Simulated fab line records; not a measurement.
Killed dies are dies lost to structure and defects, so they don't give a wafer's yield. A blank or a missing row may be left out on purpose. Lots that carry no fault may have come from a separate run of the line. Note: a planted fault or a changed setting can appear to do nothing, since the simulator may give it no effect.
The tool behind it: which one? + flow gf180mcu + Sampling: 24 lots, 72 wafers, 3 of 602 route steps

## WHAT THE GAUGES READ, wafer by wafer
GF_M4_CD_MEAS_14 targets a cd of 280 nm. Usual: cd_nm reads 280.2 nm (standard deviation 1.1).
| lot  | measured     | on        | cd_nm (nm)        | flag |
|------|--------------|-----------|-------------------|------|
| L075 | day 23 15:02 | cd_sem-01 | 281.0 280.8 279.7 |      |
| L074 | day 23 20:23 | cd_sem-01 | 280.6 280.3 278.7 |      |
| L076 | day 24 05:11 | cd_sem-01 | 281.1 281.2 280.6 |      |
| L077 | day 24 13:03 | cd_sem-01 | 279.7 280.8 280.1 |      |
| L078 | day 24 14:00 | cd_sem-01 | 279.6 281.4 281.2 |      |
| L079 | day 25 01:25 | cd_sem-01 | 278.7 278.3 278.8 |      |
| L080 | day 25 07:56 | cd_sem-01 | 279.8 280.1 280.8 |      |
| L081 | day 25 18:17 | cd_sem-01 | 279.8 279.0 280.8 |      |
| L082 | day 26 01:23 | cd_sem-01 | 279.4 278.6 279.8 |      |
| L083 | day 26 08:34 | cd_sem-01 | 282.8 281.3 280.6 |      |
| L084 | day 26 15:31 | cd_sem-02 | 279.0 279.9 280.1 |      |
| L085 | day 27 01:02 | cd_sem-02 | 280.0 281.3 280.2 |      |
| L086 | day 27 01:26 | cd_sem-02 | 279.5 279.1 279.9 |      |
| L087 | day 28 00:29 | cd_sem-01 | 281.5 282.6 283.1 |      |
| L088 | day 28 03:05 | cd_sem-02 | 282.0 282.7 281.9 |      |
| L089 | day 28 09:11 | cd_sem-02 | 280.6 282.1 280.2 |      |
| L090 | day 28 13:59 | cd_sem-01 | 279.3 280.3 279.9 |      |
| L091 | day 29 12:07 | cd_sem-01 | 278.6 279.5 278.7 |      |
| L092 | day 29 22:32 | cd_sem-01 | 279.5 278.1 279.2 |      |
| L093 | day 29 22:39 | cd_sem-02 | 281.9 281.4 280.8 |      |
| L095 | day 30 07:45 | cd_sem-02 | 280.1 279.6 279.5 |      |
| L094 | day 30 13:03 | cd_sem-01 | 281.2 280.5 280.6 |      |
| L096 | day 30 18:35 | cd_sem-02 | 280.5 280.3 281.7 |      |
| L097 | day 31 00:11 | cd_sem-01 | 278.3 279.1 280.0 |      |

## TOOL THAT RAN EACH LOT (tool first, then ch and the chambers of the sampled wafers, then the start)
| lot  | GF_V1_CVD_23                  | GF_V2_SPUTTER_21             |
|------|-------------------------------|------------------------------|
| L075 | cvd_w-01 ch 0,1, day 18 13:27 | pvd_sputter-02, day 20 15:02 |
| L074 | cvd_w-02 ch 0,1, day 18 17:18 | pvd_sputter-02, day 20 18:46 |
| L076 | cvd_w-02 ch 0,1, day 19 01:26 | pvd_sputter-02, day 21 03:48 |
| L077 | cvd_w-01 ch 0,1, day 19 09:36 | pvd_sputter-01, day 21 12:51 |
| L078 | cvd_w-02 ch 0,1, day 19 12:30 | pvd_sputter-04, day 21 14:37 |
| L079 | cvd_w-02 ch 0,1, day 20 00:12 | pvd_sputter-01, day 22 02:04 |
| L080 | cvd_w-02 ch 0, day 20 06:01   | pvd_sputter-01, day 22 09:30 |
| L081 | cvd_w-02 ch 0,1, day 20 17:13 | pvd_sputter-04, day 22 19:19 |
| L082 | cvd_w-01 ch 0,1, day 21 01:49 | pvd_sputter-01, day 23 03:55 |
| L083 | cvd_w-01 ch 1, day 21 09:46   | pvd_sputter-01, day 23 11:17 |
| L084 | cvd_w-02 ch 0,1, day 21 17:40 | pvd_sputter-02, day 23 18:44 |
| L085 | cvd_w-01 ch 0,1, day 22 03:27 | pvd_sputter-02, day 24 04:31 |
| L086 | cvd_w-02 ch 0,1, day 22 04:10 | pvd_sputter-04, day 24 05:08 |
| L087 | cvd_w-01 ch 0, day 23 04:46   | pvd_sputter-04, day 25 04:34 |
| L088 | cvd_w-02 ch 1, day 23 10:23   | pvd_sputter-01, day 25 09:31 |
| L089 | cvd_w-02 ch 0,1, day 23 16:29 | pvd_sputter-04, day 25 15:28 |
| L090 | cvd_w-02 ch 0,1, day 24 00:28 | pvd_sputter-01, day 25 21:34 |
| L091 | cvd_w-01 ch 0,1, day 25 00:19 | pvd_sputter-02, day 26 21:16 |
| L092 | cvd_w-02 ch 0,1, day 25 10:02 | pvd_sputter-02, day 27 07:07 |
| L093 | cvd_w-01 ch 0,1, day 25 10:19 | pvd_sputter-02, day 27 07:48 |
| L095 | cvd_w-02 ch 0,1, day 25 21:23 | pvd_sputter-02, day 27 17:16 |
| L094 | cvd_w-02 ch 0,1, day 26 04:58 | pvd_sputter-02, day 28 02:01 |
| L096 | cvd_w-02 ch 0,1, day 26 09:55 | pvd_sputter-02, day 28 06:13 |
| L097 | cvd_w-01 ch 0,1, day 26 16:46 | pvd_sputter-04, day 28 11:25 |
- GF_V1_CVD_23: deposits W, target thk 350 nm, time 105.05 s.
- GF_V2_SPUTTER_21: material Ti, target thk 15 nm, time 80.02 s.

## AS READ BY THE TOOLS THEMSELVES (means over the sampled wafers that have a number; for cases with no such wafer, the mark the record gives instead)
GF_V1_CVD_23. Usual: heater_power_w reads 863 W (standard deviation 34).
| lot  | tool     | heater_power_w (W) | flag |
|------|----------|--------------------|------|
| L075 | cvd_w-01 | 871                |      |
| L074 | cvd_w-02 | 849                |      |
| L076 | cvd_w-02 | 844                |      |
| L077 | cvd_w-01 | 877                |      |
| L078 | cvd_w-02 | 853                |      |
| L079 | cvd_w-02 | 862                |      |
| L080 | cvd_w-02 | 846                |      |
| L081 | cvd_w-02 | 858                |      |
| L082 | cvd_w-01 | 876                |      |
| L083 | cvd_w-01 | 916                |      |
| L084 | cvd_w-02 | 865                |      |
| L085 | cvd_w-01 | 854                |      |
| L086 | cvd_w-02 | 860                |      |
| L087 | cvd_w-01 | 817                |      |
| L088 | cvd_w-02 | 876                |      |
| L089 | cvd_w-02 | 860                |      |
| L090 | cvd_w-02 | 854                |      |
| L091 | cvd_w-01 | 855                |      |
| L092 | cvd_w-02 | 866                |      |
| L093 | cvd_w-01 | 883                |      |
| L095 | cvd_w-02 | 854                |      |
| L094 | cvd_w-02 | 878                |      |
| L096 | cvd_w-02 | 886                |      |
| L097 | cvd_w-01 | 881                |      |

GF_V2_SPUTTER_21. Usual: throttle_valve_pct reads 30.2 % (standard deviation 1.2).
| lot  | tool           | throttle_valve_pct (%) | flag |
|------|----------------|------------------------|------|
| L075 | pvd_sputter-02 | 29.4                   |      |
| L074 | pvd_sputter-02 | 29.6                   |      |
| L076 | pvd_sputter-02 | 29.6                   |      |
| L077 | pvd_sputter-01 | 31.4                   |      |
| L078 | pvd_sputter-04 | 29.0                   |      |
| L079 | pvd_sputter-01 | 32.0                   |      |
| L080 | pvd_sputter-01 | 32.2                   |      |
| L081 | pvd_sputter-04 | 28.9                   |      |
| L082 | pvd_sputter-01 | 32.7                   |      |
| L083 | pvd_sputter-01 | 31.3                   |      |
| L084 | pvd_sputter-02 | 29.2                   |      |
| L085 | pvd_sputter-02 | 29.6                   |      |
| L086 | pvd_sputter-04 | 29.0                   |      |
| L087 | pvd_sputter-04 | 29.4                   |      |
| L088 | pvd_sputter-01 | 31.0                   |      |
| L089 | pvd_sputter-04 | 29.7                   |      |
| L090 | pvd_sputter-01 | 30.7                   |      |
| L091 | pvd_sputter-02 | 29.7                   |      |
| L092 | pvd_sputter-02 | 29.6                   |      |
| L093 | pvd_sputter-02 | 29.6                   |      |
| L095 | pvd_sputter-02 | 29.4                   |      |
| L094 | pvd_sputter-02 | 29.9                   |      |
| L096 | pvd_sputter-02 | 30.1                   |      |
| L097 | pvd_sputter-04 | 29.5                   |      |

## THE ANSWER, worked out from the rows above alone
Rule: a lot is off if the mean of its wafers that have a number lies more than 3 standard deviations from the usual mean. Also off: a lot with no number at a reading for which 4 or more lots have one. All remaining lots with rows at the step are treated as sound. After the gauges, taken in route order, come the tools' own readings; for these a lot's mean is taken, as printed above. At the first step where some lot is off, the reading lying furthest off is the one used; lots without a number count as furthest.
Nothing can be told from this: no lot is off at any reading shown.

## WHAT THE SIMULATOR HAD PUT IN
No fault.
